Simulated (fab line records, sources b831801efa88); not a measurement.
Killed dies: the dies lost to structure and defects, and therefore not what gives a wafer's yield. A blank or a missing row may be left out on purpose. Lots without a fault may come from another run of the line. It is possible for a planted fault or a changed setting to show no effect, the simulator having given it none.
2 desks looking at one fault	flow gf180mcu	each desk has only its own numbers; what lay behind them comes last

## FOR THE TOOL OWNER'S DESK: implanter-04
For each lot that ran on this tool, the mean over its sampled wafers that have a number, from the tool's own readings at GF_LVPWELL_IMPLANT_09. If a lot's mean is further than 4 standard deviations from the usual mean, the lot is out of limits and carries the mark OUT (the distance appears in the brackets).
Columns: A = beamEnergyKeV at GF_LVPWELL_IMPLANT_09, usual 59.997
lot	first seen here	A
L827	day 4 02:26	60.009
L836	day 6 04:31	55.197 (-99 or more) OUT
L837	day 6 10:20	55.182 (-99 or more) OUT
This desk's finding: out of limits on L836, L837; first on L836, day 6 04:31 (beamEnergyKeV at GF_LVPWELL_IMPLANT_09). Within limits: L827.

## FROM THE METROLOGY DESK
Lot by lot, what the gauges showed, no matter which tool ran the lot: averages of those sampled wafers that carry a number. If a lot's mean is further than 4 standard deviations from the usual mean, the lot is out of limits and carries the mark OUT (the distance appears in the brackets).
Columns: A = NWELL_TW at GF_NWELL_TW_MEAS_11, usual 1575; B = LVPWELL_OVL at GF_LVPWELL_OVL_MEAS_07, usual 0.2 nm
lot	first seen here	A	B
L827	day 3 12:58	1568	-2.3
L835	day 5 09:28	1594	0.3
L836	day 5 13:59	1563	-0.7
L837	day 5 19:25	1594	-0.1
L844	day 7 07:57	1572	0.4
L847	day 7 21:31	1574	-0.1
Finding of this desk: none of the 6 lots has anything out of limits.

## ALL TOGETHER
An alarm could have come from the tool owner's desk at day 6 04:31, on L836, L837.
At the metrology desk, nothing out of limits was observed.
The metrology desk has L836, L837 on record, within its limits.
The lots listed all ran GF_LVPWELL_IMPLANT_09 on implanter-04.

## WHAT THE SIMULATOR HAD PUT IN
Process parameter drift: implanter-04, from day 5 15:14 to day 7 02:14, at GF_LVPWELL_IMPLANT_09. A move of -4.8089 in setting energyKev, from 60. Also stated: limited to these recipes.
Shown lots that were struck: L836, L837.
Time in hours from fault onset to the first out-of-limits reading at each desk: the tool owner's desk, 13.
